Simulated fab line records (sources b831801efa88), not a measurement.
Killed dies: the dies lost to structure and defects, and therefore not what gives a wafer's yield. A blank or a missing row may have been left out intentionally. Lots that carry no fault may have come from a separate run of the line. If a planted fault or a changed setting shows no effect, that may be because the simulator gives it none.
Struck lot and sound lot, side by side	flow sky130	15 out of 708 route steps
Sound: the wafers L753.1, L753.2, L753.3. Wafers struck: L755.1, L755.2, L755.6. At the end, the cause is stated.
Order at every step that has rows: each side's tool, ch and its chambers, its first start. Under that, the readings that differ: sound wafers	struck wafers	difference of the means	sigmas: that difference in standard deviations of wafers without a fault.
alike: words and numbers the same on both sides, and readings whose means are apart by under 2 such deviations; not compared: readings that were withheld, readings missing a value for some wafer, numbers with overlapping values and no deviation given by the record, and bounds like >300 which may hide the same value.
A row with sigmas, a row that says differs or no value, or rows on one side alone: a step with any of these is where the two part. Numbers that have no deviation but don't overlap get no sigmas and don't part them. Lack of a reading on every wafer of one side parts them only where that side has two or more wafers.

first, 6 steps without rows for these wafers: SKY_VIA4_HMDS_05 (prime time 60 s); SKY_VIA4_COAT_06 (resist thk 1140 nm); SKY_VIA4_SOFTBAKE_07 (time 60 s); SKY_VIA4_EXPOSE_08 (exposes mask VIM4, target cd 800 nm); SKY_VIA4_PEB_09; SKY_VIA4_DEVELOP_10 (develop time 60 s).
SKY_VIA4_OVL_MEAS_11:
  sound: overlay-01 at day 43 08:56; struck: overlay-02 at day 44 05:41
  alike: VIA4_OVL
SKY_VIA4_ETCH_12: etches SiO2 in C4F8/O2/Ar, stops on TiN, target depth 580 nm.
  sound on rieDiel-03 ch 0,1,3, day 43 08:58; struck on rieDiel-03 ch 0,3, day 44 05:43
  alike: oesProductAu, rfFwdPowerW
SKY_VIA4_STRIP_13: strips in O2/N2.
  sound on plasmaAsher-03 ch 0,1, day 43 09:02; struck on plasmaAsher-01 ch 0,1, day 44 05:47
  alike: drypumpMotorCurrentA, oesProductAu, stripTimeToEndpointS
  not compared: rfHoursCounterH
then, 3 steps without rows for these wafers: SKY_VIA4_STRIP_14 (strips in post etch residue remover, time 1200 s); SKY_VIA4_CLEAN_15 (cleans in IPA, time 180 s); SKY_VIA4_CLEAN_16 (cleans in O3/DIW).
SKY_VIA4_SPUTTER_17: material TiN, target thk 20 nm, time 80 s.
  sound: pvdSputter-01 at day 43 10:02; struck: pvdSputter-01 at day 44 06:26
reading	sound	struck	difference	sigmas
model.TiN_of_VIA4_SPUTTER_17.thkNm (nm)	19.98 20.07 20.02	35.5 35.46 35.4	+15.4	
  alike: throttleValvePct
SKY_VIA4_CVD_18: deposits W, target thk 505 nm, time 152.14 s.
  sound on cvdW-01 ch 0,1, day 43 10:06; struck on cvdW-01 ch 0,1, day 44 06:30
  alike: heaterPowerW
SKY_PAD_OPEN_PROBE_99:
  the record holds rows for the sound wafers here (prober-02, day 46 07:33) but none for the struck ones

WHERE THEY PART
Only at SKY_PAD_OPEN_PROBE_99, as far as this record shows.

WHY: what had been put in by the simulator
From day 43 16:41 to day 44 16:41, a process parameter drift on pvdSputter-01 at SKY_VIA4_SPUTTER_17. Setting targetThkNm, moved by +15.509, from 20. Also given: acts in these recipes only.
